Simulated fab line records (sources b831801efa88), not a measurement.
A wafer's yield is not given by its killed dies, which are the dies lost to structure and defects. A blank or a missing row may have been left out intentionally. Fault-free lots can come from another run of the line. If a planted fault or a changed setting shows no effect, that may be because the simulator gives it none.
2 desks, one fault    flow gf180mcu    every desk sees just its own numbers, and what lay behind them comes last

## TOOL OWNER'S DESK, implanter-04
GF_HV_LDD_IMPLANT_21, tool's own readings: per-lot mean of the sampled wafers with a number, covering each lot this tool ran. A lot is out of limits, marked OUT, if its mean lies more than 4 standard deviations from the usual mean; the brackets give that distance.
Columns: A = beam_energy_keV at GF_HV_LDD_IMPLANT_21, usual 24.998; B = faraday_current_uA at GF_HV_LDD_IMPLANT_21, usual 281
lot   first seen here  A                         B
L107  day 11 13:23     24.990                    279
L109  day 12 07:56     24.993                    279
L111  day 12 18:58     25.004                    282
L119  day 15 05:01     19.990 (-99 or more) OUT  288
L122  day 16 07:01     19.998 (-99 or more) OUT  281
This desk's verdict: out of limits on L119, L122, starting with L119 at day 15 05:01 (beam_energy_keV at GF_HV_LDD_IMPLANT_21). L107, L109, L111 stayed within limits.

## THE METROLOGY DESK
Means of the sampled wafers that have a number, per lot and without regard to the tool the lot ran on: this is what the gauges read. A lot is out of limits, marked OUT, if its mean lies more than 4 standard deviations from the usual mean; the brackets give that distance.
Columns: A = cd_nm at GF_POLY_GATE_CD_MEAS_10, usual 280.2 nm; B = HV_LDD_01_OVL at GF_HV_LDD_OVL_MEAS_20, usual 0.5 nm; C = HV_LDD_2_TW at GF_HV_LDD_TW_MEAS_23, usual 1062
lot   first seen here  A      B     C
L105  day 9 04:16      279.0  1.6   1057
L106  day 9 14:26      280.8  -0.9  1057
L107  day 9 22:47      280.4  0.7   1062
L108  day 10 05:17     278.4  1.1   1062
L109  day 10 15:36     278.8  -0.7  1062
L111  day 11 00:41     280.6  -0.9  1061
L112  day 11 05:24     279.5  1.3   1064
L114  day 11 18:54     278.6  1.1   1059
L119  day 13 08:05     281.3  2.4   999 (-13) OUT
L121  day 13 21:10     280.0  -0.7  1064
L122  day 14 08:01     281.8  1.5   1000 (-12) OUT
L124  day 14 20:19     280.4  1.1   1059
L125  day 15 04:49     281.2  0.4   1053
L128  day 16 08:04     278.7  1.5   1062
This desk reports L119, L122 out of limits; the earliest was L119 at day 15 05:16 (HV_LDD_2_TW at GF_HV_LDD_TW_MEAS_23). L105, L106, L107, L108, L109, L111, L112, L114, L121, L124, L125, L128 stayed within limits.

## TAKEN TOGETHER
The tool owner's desk could have raised an alarm at day 15 05:01, on L119, L122.
The metrology desk could have raised an alarm at day 15 05:16, on L119, L122.
On implanter-04, each named lot ran GF_HV_LDD_IMPLANT_21.

## WHAT HAD BEEN PUT IN BY THE SIMULATOR
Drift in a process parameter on implanter-04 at GF_HV_LDD_IMPLANT_21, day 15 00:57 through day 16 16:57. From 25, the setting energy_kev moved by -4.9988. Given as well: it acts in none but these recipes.
Shown lots that were struck: L119, L122.
Hours from the fault's start to each desk's first reading out of limits: the tool owner's desk, 4; the metrology desk, 4.
